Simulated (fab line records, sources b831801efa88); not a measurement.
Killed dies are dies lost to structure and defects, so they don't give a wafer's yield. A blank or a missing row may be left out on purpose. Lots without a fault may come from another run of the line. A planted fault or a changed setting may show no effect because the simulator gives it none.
Which tool did it? | flow sky130 | 14 lots, 42 wafers sampled, at 2 steps of a route of 708

WHAT THE GAUGES READ, wafer by wafer
SKY_NWELL_TW_MEAS_15. Usual: NWELL_TW 1799, standard deviation 13.
lot  | measured     | on            | NWELL_TW       | flag
L329 | day 4 06:40  | film_metro-02 | 1821 1810 1821 |
L330 | day 4 14:01  | film_metro-02 | 1814 1818 1824 |
L331 | day 4 19:40  | film_metro-04 | 1801 1792 1793 |
L332 | day 5 03:11  | film_metro-04 | 1804 1791 1804 |
L333 | day 5 11:38  | film_metro-02 | 1801 1804 1808 |
L343 | day 7 22:06  | film_metro-04 | 1789 1782 1797 |
L344 | day 8 02:28  | film_metro-02 | 1801 1811 1806 |
L345 | day 8 07:10  | film_metro-04 | 1792 1782 1789 |
L346 | day 8 18:32  | film_metro-02 | 1817 1805 1822 |
L348 | day 9 04:04  | film_metro-01 | 1782 1769 1787 |
L349 | day 9 12:37  | film_metro-01 | 1782 1763 1791 |
L350 | day 9 18:08  | film_metro-04 | 1793 1787 1793 |
L351 | day 10 00:19 | film_metro-04 | 1779 1782 1788 |
L352 | day 10 07:10 | film_metro-02 | 1815 1808 1810 |

WHICH TOOL RAN EACH LOT (tool, then ch and the chambers of the sampled wafers, then the start)
lot  | SKY_NWELL_STRIP_14
L329 | plasma_asher-04 ch 0,1, day 4 06:34
L330 | plasma_asher-01 ch 0,1, day 4 13:55
L331 | plasma_asher-01 ch 0,1, day 4 19:34
L332 | plasma_asher-04 ch 0,1, day 5 03:05
L333 | plasma_asher-04 ch 0,1, day 5 11:32
L343 | plasma_asher-04 ch 0,1, day 7 21:59
L344 | plasma_asher-04 ch 0,1, day 8 02:22
L345 | plasma_asher-04 ch 0,1, day 8 07:04
L346 | plasma_asher-04 ch 0,1, day 8 18:27
L348 | plasma_asher-04 ch 1, day 9 03:58
L349 | plasma_asher-03 ch 0,1, day 9 12:31
L350 | plasma_asher-01 ch 0,1, day 9 18:01
L351 | plasma_asher-03 ch 0,1, day 10 00:13
L352 | plasma_asher-01 ch 0,1, day 10 07:04
- SKY_NWELL_STRIP_14: strips in O2/N2.

WHAT THE TOOLS THEMSELVES READ (means of the sampled wafers that have a number; where no wafer has one, the mark that the record gives instead)
SKY_NWELL_STRIP_14. Usual: drypump_motor_current_A 5.7 A, standard deviation 0.64; o2_flow_sccm 2999 sccm, standard deviation 8; oes_product_au 0.721 a.u., standard deviation 0.0041; strip_time_to_endpoint_s 36.92 s, standard deviation 0.11.
lot  | tool            | drypump_motor_current_A (A) | o2_flow_sccm (sccm) | oes_product_au (a.u.) | strip_time_to_endpoint_s (s) | flag
L329 | plasma_asher-04 | 6.3                         | 3005                | 0.720                 | 37.01                        |
L330 | plasma_asher-01 | 5.4                         | 2996                | 0.724                 | 36.91                        |
L331 | plasma_asher-01 | 5.3                         | 2990                | 0.725                 | 36.77                        |
L332 | plasma_asher-04 | 5.8                         | 3005                | 0.725                 | 36.82                        |
L333 | plasma_asher-04 | 5.7                         | 3005                | 0.719                 | 36.83                        |
L343 | plasma_asher-04 | 5.8                         | 2994                | 0.728                 | 36.83                        |
L344 | plasma_asher-04 | 6.3                         | 3010                | 0.721                 | 36.84                        |
L345 | plasma_asher-04 | 6.3                         | 2995                | 0.723                 | 36.97                        |
L346 | plasma_asher-04 | 5.8                         | 3003                | 0.724                 | 36.92                        |
L348 | plasma_asher-04 | 5.3                         | 3001                | 0.722                 | 37.06                        |
L349 | plasma_asher-03 | 5.6                         | 3001                | 0.729                 | 37.08                        |
L350 | plasma_asher-01 | 5.4                         | 2988                | 0.720                 | 36.95                        |
L351 | plasma_asher-03 | 5.7                         | 3004                | 0.720                 | 36.84                        |
L352 | plasma_asher-01 | 5.4                         | 3000                | 0.723                 | 36.92                        |

THE ANSWER, worked out from the rows above alone
Rule: a lot is off if the mean of its wafers that have a number lies more than 3 standard deviations from the usual mean. A lot without any number at a reading at which 4 lots or more have one is off too. The other lots that the step has rows for count as sound. The gauges are gone through in route order, then the tools' own readings, and for those a lot's mean is taken as printed above. The first step at which some lot is off is used, and at that step the reading that is off furthest; a lot without a number counts as furthest.
No lot is off at any reading shown: from this, nothing can be told.

WHAT THE SIMULATOR HAD PUT IN
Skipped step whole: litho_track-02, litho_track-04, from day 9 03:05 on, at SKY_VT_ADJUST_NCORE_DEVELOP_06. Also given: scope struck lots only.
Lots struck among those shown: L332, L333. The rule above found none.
